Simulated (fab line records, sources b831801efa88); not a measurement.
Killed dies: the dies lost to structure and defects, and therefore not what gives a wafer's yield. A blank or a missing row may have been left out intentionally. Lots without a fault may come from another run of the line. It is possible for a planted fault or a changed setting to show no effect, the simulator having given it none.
fab line records | flow sky130
record: lots: 13 wafers: 39 last_day: 50
route steps=708 shown POLY_GATE@205 LDD_N@244 LDD_P@264 PAD_OPEN@708
lots with no fault: from the same line, run without faults
start_h: hours from the record's opening day to when the first of the lot's shown wafers began | wait_h: hours elapsed since this lot's preceding step | " repeats the value in the row above | L1.1+2: a row that stands for several wafers | - no value, or no start was given | * or withheld: withheld | < > ~ a bound
route shown NAME@n: names a module that has steps shown in the file, with the first one's number in the route | usual: mean/standard deviation of fault-free wafers | same: alike in all rows | chamber/n: place in a boat | sites: per-site readings | _std_site: standard deviation across them | _edge_site: inner sites' mean taken away from outer sites' mean | radius_mm: for every site, how far away it sits from the centre of the wafer | mask NAME#n: copy n | behind: the tool/chamber that last shaped the wafer | hold: the reason the lot was held/the length of the hold in hours/how it ended | device: transistor that didn't switch, given as n, p or np | end of line: tests run on the same wafers once the route is complete | a step given without rows: its recipe and nothing more | killed: at the first sort, the dies lost to defects and structure; wafer yield is something else | map: per-die view of a wafer (x killed, . not killed, _ where there is no die)
set.NAME: the run value of the setting; set.NAME@STEP: its run value at that earlier step | model.NAME: the simulator's own value behind a step, which no gauge read
the route's steps for a sample of lots (tables are steps, rows are wafers)
services: a tool's chamber out of use, with start hour (start_h, from the record's first day; less than 0 if before it), hours out, and reason
== steps ==
step: SKY_POLY_GATE_THK_MEAS_01
recipe: reads: poly-Si_of_POLY_GATE_CVD_00
usual: POLY_GATE_CVD_00_THK: 180.3/1.3
columns lot.wafer tool chamber start_h wait_h POLY_GATE_CVD_00_THK[nm]
L953.2 film_metro-03 - 319.17 0.0 179.3
L953.3 " - " " 178.7
L953.6 " - " " 180.4
L956.1 film_metro-03 - 338.28 0.0 181.8
L956.2 " - " " 181.2
L956.6 " - " " 181.8
L957.1 film_metro-03 - 350.71 0.0 178.4
L957.3 " - " " 180.1
L957.4 " - " " 178.2
L958.2 film_metro-02 - 355.30 0.0 180.3
L958.4 " - " " 178.9
L958.6 " - " " 177.8
L959.4 film_metro-02 - 361.58 0.0 181.5
L959.5 " - " " 181.5
L959.6 " - " " 180.5
L961.1 film_metro-02 - 377.41 0.0 180.9
L961.3 " - " " 180.2
L961.5 " - " " 180.8
L962.1 film_metro-01 - 390.61 0.0 180.5
L962.2 " - " " 180.2
L962.3 " - " " 181.7
L963.1 film_metro-03 - 396.80 0.0 178.9
L963.2 " - " " 179.3
L963.4 " - " " 181.3
L965.2 film_metro-03 - 413.23 0.0 180.2
L965.3 " - " " 177.9
L965.6 " - " " 178.8
L968.2 film_metro-03 - 437.88 0.0 178.5
L968.3 " - " " 179.6
L968.6 " - " " 180.1
L972.1 film_metro-02 - 471.80 0.0 181.4
L972.5 " - " " 181.4
L972.6 " - " " 180.7
L974.2 film_metro-02 - 492.97 0.0 181.1
L974.3 " - " " 181.0
L974.5 " - " " 179.9
L976.2 film_metro-02 - 500.56 0.0 180.7
L976.3 " - " " 181.3
L976.4 " - " " 180.2
step: SKY_POLY_GATE_CD_MEAS_13
recipe: target_cd_nm: 150
usual: cd_nm: 150.3/1.4
columns lot.wafer tool chamber start_h wait_h cd_nm
L953.2 cd_sem-02 - 375.67 - 153.3
L953.3 " - " " 154.8
L953.6 " - " " 154.4
L956.1 cd_sem-01 - 395.42 - 150.3
L956.2 " - " " 150.0
L956.6 " - " " 149.2
L957.1 cd_sem-02 - 411.26 - 152.4
L957.3 " - " " 151.7
L957.4 " - " " 151.3
L958.2 cd_sem-01 - 414.51 - 148.5
L958.4 " - " " 148.9
L958.6 " - " " 148.9
L959.4 cd_sem-02 - 421.86 - 152.4
L959.5 " - " " 151.7
L959.6 " - " " 152.6
L961.1 cd_sem-02 - 438.00 - 149.9
L961.3 " - " " 149.9
L961.5 " - " " 151.1
L962.1 cd_sem-01 - 454.41 - 151.0
L962.2 " - " " 150.1
L962.3 " - " " 150.8
L963.1 cd_sem-02 - 460.15 - 150.2
L963.2 " - " " 149.5
L963.4 " - " " 150.1
L965.2 cd_sem-02 - 476.09 - 150.4
L965.3 " - " " 150.5
L965.6 " - " " 151.2
L968.2 cd_sem-01 - 502.87 - 150.0
L968.3 " - " " 150.6
L968.6 " - " " 149.7
L972.1 cd_sem-01 - 533.41 - 150.7
L972.5 " - " " 150.1
L972.6 " - " " 148.8
L974.2 cd_sem-01 - 555.98 - 149.5
L974.3 " - " " 148.9
L974.5 " - " " 148.9
L976.2 cd_sem-02 - 561.44 - 147.5
L976.3 " - " " 148.0
L976.4 " - " " 149.0
step: SKY_LDD_N_OVL_MEAS_07
usual: LDD_N_OVL: 0.0/1.1
columns lot.wafer tool chamber start_h wait_h LDD_N_OVL[nm]
L953.2 overlay-02 - 409.27 0.1 -1.6
L953.3 " - " " -2.1
L953.6 " - " " -1.7
L956.1 overlay-01 - 429.50 0.1 1.7
L956.2 " - " " 0.0
L956.6 " - " " 1.6
L957.1 overlay-01 - 444.57 0.1 -0.2
L957.3 " - " " -0.9
L957.4 " - " " -0.7
L958.2 overlay-02 - 448.72 0.1 1.9
L958.4 " - " " 3.1
L958.6 " - " " 2.1
L959.4 overlay-01 - 456.02 0.1 1.6
L959.5 " - " " 0.5
L959.6 " - " " 0.2
L961.1 overlay-01 - 470.55 0.1 0.6
L961.3 " - " " 0.7
L961.5 " - " " 0.1
L962.1 overlay-01 - 487.20 0.1 0.8
L962.2 " - " " 0.5
L962.3 " - " " -0.2
L963.1 overlay-01 - 493.97 0.1 0.0
L963.2 " - " " 0.6
L963.4 " - " " -0.6
L965.2 overlay-02 - 508.75 0.1 1.7
L965.3 " - " " 0.4
L965.6 " - " " 0.5
L968.2 overlay-01 - 534.67 0.1 1.6
L968.3 " - " " 3.2
L968.6 " - " " 0.5
L972.1 overlay-02 - 566.20 0.1 0.2
L972.5 " - " " -0.2
L972.6 " - " " 0.1
L974.2 overlay-01 - 587.33 0.1 -2.2
L974.3 " - " " -1.6
L974.5 " - " " -1.2
L976.2 overlay-02 - 592.93 0.1 1.6
L976.3 " - " " 0.3
L976.4 " - " " 1.9
step: SKY_LDD_P_IMPLANT_09
recipe: species: BF2 energy_kev: 25 dose_cm2: 1e+13 tilt_deg: withheld
usual: dose_ions_cm2: 1.0001e+13/1.1e+10 faraday_current_uA: 56.5/1.1
columns lot.wafer tool chamber start_h wait_h dose_ions_cm2 faraday_current_uA
L953.2 implanter-03 0 440.49 0.0 1.0009e+13 57.8
L953.3 " 0 " " 1.0006e+13 55.0
L953.6 " 0 " " 1.0011e+13 57.5
L956.1 implanter-03 0 461.97 0.0 1.0008e+13 56.7
L956.2 " 0 " " 9.988e+12 56.1
L956.6 " 0 " " 9.995e+12 56.9
L957.1 implanter-01 0 476.13 0.0 9.986e+12 57.3
L957.3 " 0 " " 9.993e+12 55.6
L957.4 " 0 " " 9.986e+12 55.1
L958.2 implanter-04 0 481.10 0.0 1e+13 55.1
L958.4 " 0 " " 9.986e+12 56.6
L958.6 " 0 " " 1.0021e+13 54.6
L959.4 implanter-04 0 488.38 0.1 9.985e+12 56.0
L959.5 " 0 " " 9.997e+12 55.1
L959.6 " 0 " " 1.0011e+13 55.9
L961.1 implanter-01 0 503.27 0.0 1.0017e+13 54.1
L961.3 " 0 " " 1.0004e+13 56.1
L961.5 " 0 " " 1.0001e+13 55.8
L962.1 implanter-01 0 519.17 0.0 1.0011e+13 59.5
L962.2 " 0 " " 1.0017e+13 55.3
L962.3 " 0 " " 1.0013e+13 55.7
L963.1 implanter-03 0 525.82 0.0 9.998e+12 55.4
L963.2 " 0 " " 9.992e+12 56.8
L963.4 " 0 " " 1.0004e+13 55.6
L965.2 implanter-01 0 539.85 0.0 1.0006e+13 56.2
L965.3 " 0 " " 1.0015e+13 55.7
L965.6 " 0 " " 9.991e+12 56.1
L968.2 implanter-03 0 565.19 0.0 1e+13 55.3
L968.3 " 0 " " 1.0005e+13 56.6
L968.6 " 0 " " 1.0002e+13 57.8
L972.1 implanter-01 0 597.42 0.0 9.94e+11 5.6
L972.5 " 0 " " 9.92e+11 5.8
L972.6 " 0 " " 1.013e+12 5.8
L974.2 implanter-01 0 618.04 0.0 9.91e+11 5.6
L974.3 " 0 " " 1.022e+12 5.8
L974.5 " 0 " " 9.85e+11 5.7
L976.2 implanter-04 0 624.40 0.0 1.0004e+13 57.1
L976.3 " 0 " " 9.999e+12 57.7
L976.4 " 0 " " 1.0019e+13 57.0
step: SKY_LDD_P_TW_MEAS_11
usual: LDD_P_TW: 632/5.5
columns lot.wafer tool chamber start_h wait_h LDD_P_TW
L953.2 film_metro-02 - 440.73 0.1 639
L953.3 " - " " 638
L953.6 " - " " 638
L956.1 film_metro-01 - 462.22 0.1 623
L956.2 " - " " 623
L956.6 " - " " 625
L957.1 film_metro-04 - 476.38 0.1 634
L957.3 " - " " 632
L957.4 " - " " 632
L958.2 film_metro-04 - 481.33 0.1 632
L958.4 " - " " 630
L958.6 " - " " 636
L959.4 film_metro-01 - 488.58 0.1 628
L959.5 " - " " 627
L959.6 " - " " 628
L961.1 film_metro-04 - 503.52 0.1 632
L961.3 " - " " 631
L961.5 " - " " 628
L962.1 film_metro-02 - 519.42 0.1 633
L962.2 " - " " 637
L962.3 " - " " 637
L963.1 film_metro-01 - 526.07 0.1 626
L963.2 " - " " 626
L963.4 " - " " 630
L965.2 film_metro-01 - 540.08 0.1 626
L965.3 " - " " 626
L965.6 " - " " 626
L968.2 film_metro-04 - 565.43 0.1 638
L968.3 " - " " 636
L968.6 " - " " 637
L972.1 film_metro-04 - 597.67 0.1 314
L972.5 " - " " 318
L972.6 " - " " 318
L974.2 film_metro-02 - 618.28 0.1 308
L974.3 " - " " 311
L974.5 " - " " 309
L976.2 film_metro-01 - 624.63 0.1 630
L976.3 " - " " 629
L976.4 " - " " 627
step: SKY_PAD_OPEN_PROBE_99
usual: killed_at_M0_to_M3: 44/6.8 killed_at_M4_up: 3.4/2 killed_at_contacts: 24/5.2 killed_at_front_end: 15/5.2 killed_at_other: 0.2/0.46 killed_dies: 87/9.8 killed_on_rim: 17/3.8 killed_open: 47/7.5 killed_short: 39/6.8
same: gross_dies: 492 killed_at_back_side: 0
columns lot.wafer tool chamber start_h wait_h killed_at_M0_to_M3 killed_at_M4_up killed_at_contacts killed_at_front_end killed_at_other killed_dies killed_on_rim killed_open killed_short
L957.1 prober-02 - 1103.16 0.1 54 2 26 10 0 92 18 58 34
L957.3 prober-02 - 1103.26 0.2 54 5 19 11 0 89 21 54 35
L957.4 prober-02 - 1103.31 0.2 47 8 34 13 1 103 19 48 55
L961.1 prober-02 - 1124.41 0.1 50 4 26 16 0 96 20 56 40
L961.3 prober-02 - 1124.51 0.2 33 2 22 8 0 65 13 42 23
L961.5 prober-02 - 1124.61 0.2 35 3 31 10 2 81 12 42 39
L962.1 prober-01 - 1129.68 0.1 40 2 28 16 0 86 17 48 38
L962.2 prober-01 - 1129.73 0.1 53 3 16 17 0 89 21 45 44
L962.3 prober-01 - 1129.78 0.2 36 6 23 18 0 83 15 40 43
L965.2 prober-01 - 1146.75 0.1 38 5 25 22 0 90 21 51 39
L965.3 prober-01 - 1146.80 0.2 44 5 19 13 0 81 13 39 42
L965.6 prober-01 - 1146.95 0.2 39 1 24 20 0 84 15 48 36
killed by level:class
L957.1 VIA1:geometric_particle:open=20 LI_CONTACT:geometric_particle:open=10 CONTACT:geometric_particle:open=7 VIA1:geometric_particle:short=6 VIA2:geometric_particle:short=5 METAL2:geometric_particle:short=5 LOCAL_INTERCONNECT:geometric_particle:open=4 METAL1:geometric_particle:short=4
L957.3 VIA1:geometric_particle:open=11 VIA3:geometric_particle:open=10 CONTACT:geometric_particle:open=8 METAL1:geometric_particle:short=6 VIA2:geometric_particle:open=6 LI_CONTACT:geometric_particle:open=5 METAL1:geometric_particle:open=4 VIA1:geometric_particle:short=4
L957.4 CONTACT:geometric_particle:open=12 VIA1:geometric_particle:short=11 LI_CONTACT:geometric_particle:open=9 LI_CONTACT:geometric_particle:short=8 VIA1:geometric_particle:open=7 VIA2:geometric_particle:open=7 METAL1:geometric_particle:short=6 FIELD_ISO:geometric_particle:short=5
L961.1 CONTACT:geometric_particle:open=16 VIA1:geometric_particle:open=16 CONTACT:geometric_particle:short=7 VIA1:geometric_particle:short=7 METAL3:geometric_particle:short=5 METAL1:geometric_particle:short=5 POLY_GATE:geometric_particle:short=4 VIA2:geometric_particle:open=4
L961.3 CONTACT:geometric_particle:open=12 VIA2:geometric_particle:open=8 VIA1:geometric_particle:open=6 VIA1:geometric_particle:short=5 LI_CONTACT:geometric_particle:open=4 METAL1:geometric_particle:short=3 POLY_GATE:geometric_particle:open=3 LI_CONTACT:geometric_particle:short=3
L961.5 CONTACT:geometric_particle:open=13 VIA1:geometric_particle:open=8 VIA1:geometric_particle:short=7 VIA2:geometric_particle:open=7 POLY_GATE:geometric_particle:short=6 LI_CONTACT:geometric_particle:open=6 CONTACT:geometric_particle:short=6 METAL1:geometric_particle:short=5
L962.1 VIA1:geometric_particle:open=9 CONTACT:geometric_particle:open=8 METAL2:geometric_particle:short=8 LI_CONTACT:geometric_particle:open=8 FIELD_ISO:geometric_particle:short=5 FIELD_ISO:geometric_particle:open=5 LOCAL_INTERCONNECT:geometric_particle:short=5 VIA2:geometric_particle:open=5
L962.2 VIA1:geometric_particle:open=13 VIA3:geometric_particle:open=8 METAL2:geometric_particle:short=7 LOCAL_INTERCONNECT:geometric_particle:short=7 POLY_GATE:geometric_particle:open=6 VIA2:geometric_particle:open=5 POLY_GATE:geometric_particle:short=4 CONTACT:geometric_particle:open=4
L962.3 CONTACT:geometric_particle:open=9 FIELD_ISO:geometric_particle:short=7 VIA1:geometric_particle:short=6 VIA3:geometric_particle:open=6 VIA1:geometric_particle:open=6 FIELD_ISO:geometric_particle:open=5 LOCAL_INTERCONNECT:geometric_particle:short=4 CONTACT:geometric_particle:short=4
L965.2 CONTACT:geometric_particle:open=13 FIELD_ISO:geometric_particle:open=7 VIA1:geometric_particle:open=7 VIA3:geometric_particle:open=6 LI_CONTACT:geometric_particle:open=6 METAL2:geometric_particle:short=6 FIELD_ISO:geometric_particle:short=5 POLY_GATE:geometric_particle:short=5
L965.3 VIA1:geometric_particle:open=14 VIA2:geometric_particle:open=6 VIA1:geometric_particle:short=6 CONTACT:geometric_particle:open=6 LI_CONTACT:geometric_particle:open=5 METAL2:geometric_particle:short=5 METAL4:geometric_particle:short=5 FIELD_ISO:geometric_particle:short=4
L965.6 LI_CONTACT:geometric_particle:open=9 VIA1:geometric_particle:open=9 VIA3:geometric_particle:open=7 VIA1:geometric_particle:short=6 POLY_GATE:geometric_particle:open=5 VIA2:geometric_particle:open=5 CONTACT:geometric_particle:open=5 FIELD_ISO:geometric_particle:short=4
== services ==
columns tool chamber start_h hours kind
implanter-03 - 431.21 4.3 pm
implanter-01 - 433.59 1.1 repair
implanter-03 - 482.37 2.5 pm
implanter-01 - 483.51 3.0 repair
implanter-03 - 484.98 2.7 repair
implanter-04 - 490.94 0.7 repair
implanter-01 - 496.03 2.8 pm
implanter-01 - 499.51 0.7 repair
implanter-04 - 568.67 2.7 pm
implanter-03 - 577.36 4.6 repair
implanter-01 - 603.43 6.5 repair
== key ==
first_sign: step: SKY_LDD_P_IMPLANT_09 reading: dose_ions_cm2 direction: down sigmas: 99+ usual: * struck: *
effect: step: SKY_LDD_P_IMPLANT_09 reading: faraday_current_uA direction: down sigmas: 46 usual: 56.5 struck: 5.7
effect: step: SKY_LDD_P_TW_MEAS_11 reading: LDD_P_TW direction: down sigmas: 58 usual: 632 struck: 313
met_at SKY_LDD_P_IMPLANT_09
struck_lots L972,L974
tester_left_out L972,L974
not_acting_at SKY_POLY_GATE_THK_MEAS_01,SKY_POLY_GATE_CD_MEAS_13,SKY_LDD_N_OVL_MEAS_07
onset_between 539.85 597.42
fault: kind: process_parameter_drift tool: implanter-01 chamber: - onset_h: 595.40 steps: SKY_LDD_P_IMPLANT_09 channel: dose_cm2 offset: * shape: step end_h: 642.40 acts_in: * stated: *
tester_left_out: of these lots the tester's yield and bins aren't shown, on N5 and GAA mostly nor the transistor test; their killed dies are dies lost to structure and defects alone, not to doping, threshold or leakage, so they don't give the yield
